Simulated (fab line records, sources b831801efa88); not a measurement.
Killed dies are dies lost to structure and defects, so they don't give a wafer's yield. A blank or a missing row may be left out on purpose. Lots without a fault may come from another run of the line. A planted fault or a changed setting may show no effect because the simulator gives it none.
Which tool did it? | flow sky130 | 11 lots, 33 wafers sampled, at 5 steps of a route of 708

WHAT THE GAUGES READ, wafer by wafer
SKY_CAP2M_THK_MEAS_04: measures by xrf. Usual: CAP2M_TIN_THK 198.6 nm, standard deviation 1.9.
lot  | measured     | on            | CAP2M_TIN_THK (nm) | flag
L909 | day 39 16:54 | film_metro-02 | 198.5 199.1 200.4  |
L911 | day 40 02:47 | film_metro-03 | 201.1 197.6 198.4  |
L914 | day 41 04:15 | film_metro-02 | 194.5 197.1 197.0  |
L915 | day 41 17:49 | film_metro-02 | 198.9 196.3 197.3  |
L917 | day 42 01:17 | film_metro-02 | 197.5 197.8 199.4  |
L919 | day 42 20:30 | film_metro-02 | 196.6 198.7 198.5  |
L920 | day 42 23:19 | film_metro-02 | 198.9 197.7 201.6  |
L921 | day 43 09:22 | film_metro-02 | 197.7 194.5 197.1  |
L922 | day 43 15:17 | film_metro-01 | 198.4 198.3 196.6  |
L930 | day 45 16:36 | film_metro-03 | 199.9 203.0 200.1  |
L931 | day 45 20:34 | film_metro-03 | 201.6 200.8 201.9  |

SKY_METAL4_CD_MEAS_13: target cd 300 nm. Usual: cd_nm 299.5 nm, standard deviation 1.4.
lot  | measured     | on        | cd_nm (nm)        | flag
L909 | day 41 18:14 | cd_sem-01 | 297.4 296.7 296.8 |
L911 | day 42 03:25 | cd_sem-02 | 296.8 297.5 297.9 |
L914 | day 43 04:02 | cd_sem-01 | 300.2 299.3 300.0 |
L915 | day 43 17:07 | cd_sem-02 | 300.1 298.3 299.6 |
L917 | day 43 23:04 | cd_sem-02 | 298.2 300.1 299.6 |
L919 | day 44 18:11 | cd_sem-01 | 299.3 298.6 299.0 |
L920 | day 44 20:56 | cd_sem-01 | 300.8 300.5 300.5 |
L921 | day 45 05:26 | cd_sem-01 | 299.4 300.2 298.8 |
L922 | day 45 11:38 | cd_sem-02 | 299.2 298.2 299.6 |
L930 | day 47 09:48 | cd_sem-02 | 299.9 299.5 299.6 |
L931 | day 47 13:23 | cd_sem-02 | 299.2 299.3 299.0 |

SKY_VIA4_THK_MEAS_01. Usual: VIA4_HDPCVD_THK 1750 nm, standard deviation 17.
lot  | measured     | on            | VIA4_HDPCVD_THK (nm) | flag
L909 | day 41 19:31 | film_metro-03 | 1729 1731 1753       |
L911 | day 42 04:40 | film_metro-04 | 1729 1739 1738       |
L914 | day 43 05:26 | film_metro-01 | 1768 1740 1753       |
L915 | day 43 18:22 | film_metro-01 | 1772 1747 1765       |
L917 | day 44 00:19 | film_metro-03 | 1765 1752 1753       |
L919 | day 44 19:35 | film_metro-04 | 1740 1773 1743       |
L920 | day 44 22:47 | film_metro-04 | 1728 1707 1733       |
L921 | day 45 07:05 | film_metro-01 | 1753 1741 1752       |
L922 | day 45 12:52 | film_metro-01 | 1780 1764 1762       |
L930 | day 47 11:11 | film_metro-03 | 1732 1744 1741       |
L931 | day 47 14:40 | film_metro-03 | 1735 1754 1731       |

WHICH TOOL RAN EACH LOT (tool, then ch and the chambers of the sampled wafers, then the start)
lot  | SKY_METAL4_SPUTTER_02        | SKY_METAL4_METAL_ETCH_18
L909 | pvd_sputter-04, day 39 16:27 | rie_metal-04 ch 0,1, day 41 18:33
L911 | pvd_sputter-03, day 40 02:20 | rie_metal-03 ch 0,1, day 42 03:42
L914 | pvd_sputter-03, day 41 03:50 | rie_metal-03 ch 0, day 43 04:20
L915 | pvd_sputter-02, day 41 17:23 | rie_metal-02 ch 0, day 43 17:24
L917 | pvd_sputter-04, day 42 00:52 | rie_metal-02 ch 0,1, day 43 23:21
L919 | pvd_sputter-02, day 42 20:05 | rie_metal-02 ch 0,1, day 44 18:29
L920 | pvd_sputter-02, day 42 22:55 | rie_metal-03 ch 0,1, day 44 21:14
L921 | pvd_sputter-04, day 43 08:57 | rie_metal-02 ch 0,1, day 45 05:45
L922 | pvd_sputter-04, day 43 14:51 | rie_metal-02 ch 0,1, day 45 11:58
L930 | pvd_sputter-02, day 45 16:11 | rie_metal-04 ch 0,1, day 47 10:06
L931 | pvd_sputter-02, day 45 20:07 | rie_metal-02 ch 0,1, day 47 13:43
- SKY_METAL4_SPUTTER_02: material AlCu, target thk 735 nm, time 39.1 s.
- SKY_METAL4_METAL_ETCH_18: etches the open film in Cl2/BCl3, stops on SiO2, target depth 845 nm, time 183.1 s.

WHAT THE TOOLS THEMSELVES READ (means of the sampled wafers that have a number; where no wafer has one, the mark that the record gives instead)
SKY_METAL4_SPUTTER_02. Usual: cathode_dc_power_W 10600 W, standard deviation 1.9; throttle_valve_pct 30.0 %, standard deviation 0.64.
lot  | tool           | cathode_dc_power_W (W) | throttle_valve_pct (%) | flag
L909 | pvd_sputter-04 | 10601                  | 30.3                   |
L911 | pvd_sputter-03 | 10598                  | 30.0                   |
L914 | pvd_sputter-03 | 10602                  | 30.8                   |
L915 | pvd_sputter-02 | 10599                  | 30.0                   |
L917 | pvd_sputter-04 | 10602                  | 30.3                   |
L919 | pvd_sputter-02 | 10601                  | 29.7                   |
L920 | pvd_sputter-02 | 10598                  | 30.0                   |
L921 | pvd_sputter-04 | 10602                  | 30.2                   |
L922 | pvd_sputter-04 | 10601                  | 30.2                   |
L930 | pvd_sputter-02 | 10599                  | 29.5                   |
L931 | pvd_sputter-02 | 10601                  | 29.4                   |

SKY_METAL4_METAL_ETCH_18. Usual: chamber_pressure_mTorr 9.999 mTorr, standard deviation 0.01; drypump_motor_current_A 5.50 A, standard deviation 0.25; oes_product_au 0.866 a.u., standard deviation 0.0057; throttle_valve_pct 22.265 %, standard deviation 0.0087.
lot  | tool         | chamber_pressure_mTorr (mTorr) | drypump_motor_current_A (A) | oes_product_au (a.u.) | throttle_valve_pct (%) | flag
L909 | rie_metal-04 | 9.998                          | 5.80                        | 0.866                 | 22.261                 |
L911 | rie_metal-03 | 10.004                         | 5.41                        | 0.869                 | 22.264                 |
L914 | rie_metal-03 | 10.004                         | 5.16                        | 0.858                 | 22.269                 |
L915 | rie_metal-02 | 9.997                          | 5.53                        | 0.865                 | 22.268                 |
L917 | rie_metal-02 | 9.997                          | 5.48                        | 0.864                 | 22.266                 |
L919 | rie_metal-02 | 9.994                          | 5.48                        | 0.860                 | 22.261                 |
L920 | rie_metal-03 | 10.007                         | 5.41                        | 0.869                 | 22.269                 |
L921 | rie_metal-02 | 9.993                          | 5.40                        | 0.865                 | 22.260                 |
L922 | rie_metal-02 | 10.004                         | 5.40                        | 0.874                 | 22.267                 |
L930 | rie_metal-04 | 10.005                         | 5.80                        | 0.827                 | 22.263                 | OFF
L931 | rie_metal-02 | 9.999                          | 5.47                        | 0.822                 | 22.252                 | OFF

THE ANSWER, worked out from the rows above alone
Rule: a lot is off if the mean of its wafers that have a number lies more than 3 standard deviations from the usual mean. A lot without any number at a reading at which 4 lots or more have one is off too. The other lots that the step has rows for count as sound. The gauges are gone through in route order, then the tools' own readings, and for those a lot's mean is taken as printed above. The first step at which some lot is off is used, and at that step the reading that is off furthest; a lot without a number counts as furthest.
Off: L930, L931, at SKY_METAL4_METAL_ETCH_18 (oes_product_au).
A tool fits if, at that step or a process step before it, it ran every lot that is off, and no sound lot after the first of them. One fits: pvd_sputter-02 at SKY_METAL4_SPUTTER_02. Its last sound lot is L920 (day 42 22:55), its first lot that is off L930 (day 45 16:11): a fault that began between those two fits.

WHAT THE SIMULATOR HAD PUT IN
Process parameter drift: pvd_sputter-02, from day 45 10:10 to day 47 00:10, at SKY_METAL4_SPUTTER_02. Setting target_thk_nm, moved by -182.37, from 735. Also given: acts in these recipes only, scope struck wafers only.
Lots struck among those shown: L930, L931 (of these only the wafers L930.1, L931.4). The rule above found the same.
